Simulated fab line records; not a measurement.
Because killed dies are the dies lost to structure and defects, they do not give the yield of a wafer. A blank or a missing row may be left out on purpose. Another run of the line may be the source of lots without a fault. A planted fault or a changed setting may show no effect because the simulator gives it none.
The tool behind it: which one?	flow gf180mcu	6 lots with 18 wafers sampled at 3 steps, on a route of 602 steps

WHAT THE GAUGES READ, wafer by wafer
GF_HV_LDD_RS_MEAS_53: a four-point-probe measurement.
lot	measured	on	HV_LDD_RS (ohm/sq)
L296	day 13 06:29	filmMetro-04	419.7 418.3 419.3
L300	day 14 10:58	filmMetro-01	419.9 418.6 417.7
L303	day 15 10:08	filmMetro-04	418.2 418.4 419.0
L305	day 16 08:11	filmMetro-04	419.9 420.4 419.7
L314	day 18 23:51	filmMetro-01	419.3 420.1 420.7
L316	day 19 22:10	filmMetro-01	438.9 439.2 438.4

TOOL THAT RAN EACH LOT (tool first, then ch and the chambers of the sampled wafers, then the start)
lot	GF_VT_IMPLANT_RTA_45	GF_HV_LDD_IMPLANT_09
L296	rtpAnneal-01 ch 0, day 8 08:07	implanter-03 ch 0, day 10 19:16
L300	rtpAnneal-01 ch 0, day 9 05:13	implanter-03 ch 0, day 11 21:32
L303	rtpAnneal-01 ch 0, day 10 02:36	implanter-03 ch 0, day 12 19:22
L305	rtpAnneal-01 ch 0, day 10 20:12	implanter-02 ch 0, day 13 15:49
L314	rtpAnneal-01 ch 0, day 13 01:04	implanter-04 ch 0, day 16 00:05
L316	rtpAnneal-02 ch 0, day 13 20:44	implanter-03 ch 0, day 16 19:48
- GF_VT_IMPLANT_RTA_45: time 30 s.
- GF_HV_LDD_IMPLANT_09

THE ANSWER, worked out from the rows above alone
Rule: what is usual is taken from the lots themselves. Put in order of their means at a reading, lots are off if they are a third of the lots or fewer, leave a main group of 4 or more, and stand apart from it by a gap of 3 or more times the standard deviation of the main group's means; of several such gaps the widest counts. The tables above print the reading to a certain number of digits; a main group whose means all agree to those digits is not used. Also off: a lot with no number at a reading for which 4 or more lots have one. Where the step has rows for the other lots, those lots are counted as sound.
Off: L316, seen at GF_HV_LDD_RS_MEAS_53 (HV_LDD_RS). For the main group the mean is 419.3 ohm/sq and the standard deviation 0.63.
A tool fits if, at a process step before that reading, it ran every lot that is off, and no sound lot after the first of them. Gauges at GF_HV_LDD_RS_MEAS_53: tried the same way as those tools. Can't be told from this: 3 tools fit, rtpAnneal-02 at GF_VT_IMPLANT_RTA_45, implanter-03 at GF_HV_LDD_IMPLANT_09, filmMetro-01 at GF_HV_LDD_RS_MEAS_53.

WHAT HAD BEEN PUT IN BY THE SIMULATOR
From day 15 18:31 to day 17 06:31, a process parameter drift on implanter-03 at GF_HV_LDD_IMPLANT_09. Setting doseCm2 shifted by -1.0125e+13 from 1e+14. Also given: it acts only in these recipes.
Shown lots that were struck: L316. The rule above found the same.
